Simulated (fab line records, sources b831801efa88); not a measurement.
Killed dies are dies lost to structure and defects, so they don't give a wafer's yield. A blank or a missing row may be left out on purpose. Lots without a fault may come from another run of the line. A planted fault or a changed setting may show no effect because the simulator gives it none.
A struck lot beside a sound one | flow sky130 | 43 steps out of a route of 708
Sound: wafers L108.2, L108.3, L108.5. Struck: wafers L114.1, L114.2, L114.4. The cause comes at the end.
At each step with rows: each side's tool, then ch and its chambers, then its first start. Under that, the readings that differ: sound wafers | struck wafers | difference of the means | sigmas: that difference in standard deviations of wafers without a fault.
alike: readings whose means differ by less than 2 such deviations, and words and numbers that are the same on both sides. not compared: withheld readings, readings that some wafer has no value for, bounds like >300 that may hide the same value, and numbers for which the record gives no deviation and whose values overlap.
The two part at a step that has a row with sigmas, a row that says differs or no value, or rows on one side only. Numbers that don't overlap but have no deviation are shown without sigmas and don't part them. A reading that every wafer of one side lacks parts them only if that side has two wafers or more.

first, 1 step without rows for these wafers: SKY_VIA3_ETCH_15 (etches SiO2 in C4F8/O2/Ar, stops on TiN, target depth 507 nm, time 78 s).
SKY_VIA3_STRIP_16: strips in O2/N2.
  sound on plasma_asher-04 ch 0,1, day 42 17:58; struck on plasma_asher-01 ch 0,1, day 44 09:20
  alike: drypump_motor_current_A, oes_product_au, strip_time_to_endpoint_s
  not compared: rf_hours_counter_h
then, 5 steps without rows for these wafers: SKY_VIA3_STRIP_17 (strips in post etch residue remover, time 1200 s); SKY_VIA3_CLEAN_18 (cleans in IPA, time 180 s); SKY_VIA3_CLEAN_19 (cleans in O3/DIW); SKY_VIA3_SPUTTER_20 (material TiN, target thk 20 nm, time 80 s); SKY_VIA3_CVD_21 (deposits W, target thk 390 nm, time 117.31 s).
SKY_VIA3_RS_MEAS_22: measures by four-point-probe.
  sound on film_metro-04, day 42 19:17; struck on film_metro-04, day 44 10:11
  alike: VIA3_W_RS
SKY_VIA3_THK_MEAS_23: measures by xrf.
  sound on film_metro-04, day 42 19:23; struck on film_metro-04, day 44 10:18
  reading         | sound       | struck      | difference | sigmas
  VIA3_W_THK (nm) | 397 392 393 | 408 409 402 | +12        | +2
SKY_VIA3_CMP_24: polishes, stops on SiO2, t overpolish 20 s, target thk 0 nm.
  sound on cmp-02 ch 1,3, day 42 19:29; struck on cmp-02 ch 0,1,3, day 44 10:22
  alike: motor_current_A, overpolish_run_s, time_to_endpoint_s
SKY_METAL4_SPUTTER_00: material Ti, target thk 15 nm, time 10 s.
  sound on pvd_sputter-02, day 42 19:44; struck on pvd_sputter-03, day 44 10:40
  alike: throttle_valve_pct
then, 1 step without rows for these wafers: SKY_METAL4_SPUTTER_01 (material TiN, target thk 20 nm, time 16.7 s).
SKY_METAL4_SPUTTER_02: material AlCu, target thk 735 nm, time 39.1 s.
  sound on pvd_sputter-02, day 42 19:47; struck on pvd_sputter-03, day 44 10:43
  reading                                     | sound             | struck            | difference | sigmas
  model.AlCu_of_METAL4_SPUTTER_02.thk_nm (nm) | 756.4 742.9 741.2 | 991.3 982.6 979.6 | +237.7     |
  alike: throttle_valve_pct
then, 2 steps without rows for these wafers: SKY_METAL4_SPUTTER_03 (material Ti, target thk 5 nm, time 3.3 s); SKY_METAL4_SPUTTER_04 (material TiN, target thk 70 nm, time 58.3 s).
SKY_CAP2M_CVD_00: deposits SiO2, target thk 15.5 nm.
  sound on pecvd-02 ch 1,2, day 42 19:53; struck on pecvd-02 ch 0,1,2, day 44 10:49
  alike: heater_power_w
SKY_CAP2M_THK_MEAS_01:
  sound on film_metro-03, day 42 19:56; struck on film_metro-03, day 44 10:50
  alike: CAP2M_CVD_00_THK
SKY_CAP2M_SPUTTER_02: material TiN, target thk 200 nm, time 166.7 s.
  sound on pvd_sputter-03, day 42 19:59; struck on pvd_sputter-04, day 44 10:54
  alike: throttle_valve_pct
SKY_CAP2M_RS_MEAS_03: measures by four-point-probe.
  sound on film_metro-02, day 42 20:06; struck on film_metro-02, day 44 11:01
  alike: CAP2M_TIN_RS
SKY_CAP2M_THK_MEAS_04: measures by xrf.
  sound on film_metro-02, day 42 20:13; struck on film_metro-02, day 44 11:08
  alike: CAP2M_TIN_THK
then, 7 steps without rows for these wafers: SKY_CAP2M_DEHYDRATE_05 (time 60 s); SKY_CAP2M_HMDS_06 (prime time 60 s); SKY_CAP2M_COAT_07 (resist thk 1140 nm); SKY_CAP2M_SOFTBAKE_08 (time 60 s); SKY_CAP2M_EXPOSE_09 (exposes mask CAP2M, target cd 1000 nm); SKY_CAP2M_PEB_10; SKY_CAP2M_DEVELOP_11 (develop time 60 s).
SKY_CAP2M_OVL_MEAS_12:
  sound on overlay-01, day 43 19:22; struck on overlay-02, day 45 08:57
  alike: CAP2M_OVL
then, 13 steps without rows for these wafers: SKY_CAP2M_METAL_ETCH_13 (etches TiN in Cl2/BCl3, stops on SiO2, target depth 220 nm, time 62.9 s); SKY_CAP2M_STRIP_14 (strips in O2/N2); SKY_CAP2M_STRIP_15 (strips in post etch residue remover, time 1200 s); SKY_CAP2M_CLEAN_16 (cleans in IPA, time 180 s); SKY_CAP2M_CLEAN_17 (cleans in O3/DIW); SKY_METAL4_DEHYDRATE_05 (time 60 s); SKY_METAL4_HMDS_06 (prime time 60 s); SKY_METAL4_COAT_07 (resist thk 60 nm); SKY_METAL4_COAT_08 (resist thk 1140 nm); SKY_METAL4_SOFTBAKE_09 (time 90 s); SKY_METAL4_EXPOSE_10 (exposes mask MM4, target cd 300 nm); SKY_METAL4_PEB_11; SKY_METAL4_DEVELOP_12 (develop time 60 s).
SKY_METAL4_CD_MEAS_13: target cd 300 nm.
  sound on cd_sem-02, day 44 18:45; struck on cd_sem-02, day 46 06:43
  alike: cd_nm
SKY_METAL4_METAL_ETCH_18: etches the open film in Cl2/BCl3, stops on SiO2, target depth 845 nm, time 183.1 s.
  sound on rie_metal-03 ch 0,1, day 44 19:02; struck on rie_metal-03 ch 0,1, day 46 07:02
  reading               | sound             | struck            | difference | sigmas
  oes_product_au (a.u.) | 0.888 0.869 0.859 | 0.996 0.994 0.991 | +0.122     | +21
  alike: bcl3_flow_sccm, bias_w, drypump_motor_current_A, he_backside_leak_sccm, throttle_valve_pct
  not compared: rf_hours_counter_h

WHERE THEY PART
First at SKY_VIA3_THK_MEAS_23; last, within this record, at SKY_METAL4_METAL_ETCH_18.

WHY: what the simulator had put in
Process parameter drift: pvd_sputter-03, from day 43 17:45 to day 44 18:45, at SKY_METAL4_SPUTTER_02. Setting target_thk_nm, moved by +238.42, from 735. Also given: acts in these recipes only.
